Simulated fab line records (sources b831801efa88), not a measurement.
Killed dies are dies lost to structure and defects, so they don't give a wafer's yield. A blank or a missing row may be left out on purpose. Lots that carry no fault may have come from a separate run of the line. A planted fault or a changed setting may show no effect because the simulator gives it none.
Comparing a struck lot with a sound one -- flow sfqLine -- 13 steps out of a route of 325
Sound: these wafers, L115.1, L115.3, L115.4. Wafers struck: L128.1, L128.2, L128.4. The cause comes at the end.
Per side, at each step with rows, come the tool, then ch with its chambers, and then its first start. Under that, the readings that differ: sound wafers -- struck wafers -- difference of the means -- sigmas: that difference in standard deviations of wafers without a fault.
alike: readings whose means differ by less than 2 such deviations, and words and numbers that are the same on both sides. not compared: withheld readings, readings that some wafer has no value for, bounds like >300 that may hide the same value, and numbers for which the record gives no deviation and whose values overlap.
Wherever a step has rows on one side only, a row that says differs or no value, or a row with sigmas, the two part there. Numbers that don't overlap but have no deviation are shown without sigmas and don't part them. A reading that every wafer of one side lacks parts them only if that side has two wafers or more.

first, 6 steps without rows for these wafers: SFQ_TRILAYER_M2_LITHO_COAT_062 (resist thk 62 nm); SFQ_TRILAYER_M2_LITHO_COAT_057 (resist thk 600 nm); SFQ_TRILAYER_M2_LITHO_SOFTBAKE_061; SFQ_TRILAYER_M2_LITHO_EXPOSE_058 (exposes mask M2, target cd 500 nm); SFQ_TRILAYER_M2_LITHO_PEB_060 (peb time 60 s); SFQ_TRILAYER_M2_LITHO_DEVELOP_059 (time 60 s).
SFQ_M2_OVL_MEAS_916:
  struck on overlay-01, day 26 04:09; sound on overlay-01, day 21 08:49
  alike: M2_OVL
SFQ_TRILAYER_M2_BARC_OPEN_METAL_ETCH_077: etches BARC in O2, target depth 125 nm, time 41.7 s.
  sound on rieMetal-04 ch 0,1, day 21 08:51; struck on rieMetal-02 ch 0,1, day 26 04:11
  alike: drypumpMotorCurrentA, heBacksideLeakSccm, oesProductAu
  not compared: rfHoursCounterH
SFQ_TRILAYER_M2_ETCH_METAL_ETCH_060: etches Nb in Cl2/Ar, stops on SiO2, target depth 240 nm, time 120 s.
  sound on rieMetal-04 ch 0,1, day 21 08:55; struck on rieMetal-02 ch 0,1, day 26 04:15
  alike: drypumpMotorCurrentA, heBacksideLeakSccm, oesProductAu
  not compared: rfHoursCounterH
SFQ_TRILAYER_M2_STRIP_STRIP_061: strips in O2.
  sound on rieMetal-04 ch 0,1, day 21 09:02; struck on rieMetal-02 ch 0,1, day 26 04:22
  alike: drypumpMotorCurrentA, heBacksideLeakSccm, oesProductAu
  not compared: rfHoursCounterH
then, 1 step without rows for these wafers: SFQ_TRILAYER_M2_STRIP_SOLV_CLEAN_062 (cleans in NMP, time 600 s).
SFQ_TRILAYER_I2_DEP_PECVD_063: deposits SiO2 from SiH4/N2O, time 111.11 s, target thk 500 nm.
  sound on pecvd-02 ch 0,1,2, day 21 09:49; struck on pecvd-02 ch 0,1,2, day 26 05:09
reading,sound,struck,difference,sigmas
rfFwdPowerW (W),182.3 182.1 182.8,211.6 210.2 211.3,+28.6,+49
model.SiO2_of_TRILAYER_I2_DEP_PECVD_063.thkNm (nm),497.3 491.4 489.9,512.8 513.6 525.6,+24.5,
  alike: heaterPowerW, throttleValvePct
SFQ_TRILAYER_I2_CMP_CMP_064: polishes SiO2.
  sound on cmp-02 ch 1,2,3, day 21 12:20; struck on cmp-02 ch 0,1,2, day 26 22:30
reading,sound,struck,difference,sigmas
timeToEndpointS (s),208 206 203,218 225 219,+15,+2
  alike: motorCurrentA, slurryFlowMlMin

## WHERE THEY PART
First at SFQ_TRILAYER_I2_DEP_PECVD_063; last, within this record, at SFQ_TRILAYER_I2_CMP_CMP_064.

WHY: what had been put in by the simulator
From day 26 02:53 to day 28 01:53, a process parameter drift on pecvd-02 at SFQ_TRILAYER_I2_DEP_PECVD_063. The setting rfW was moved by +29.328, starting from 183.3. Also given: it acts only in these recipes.
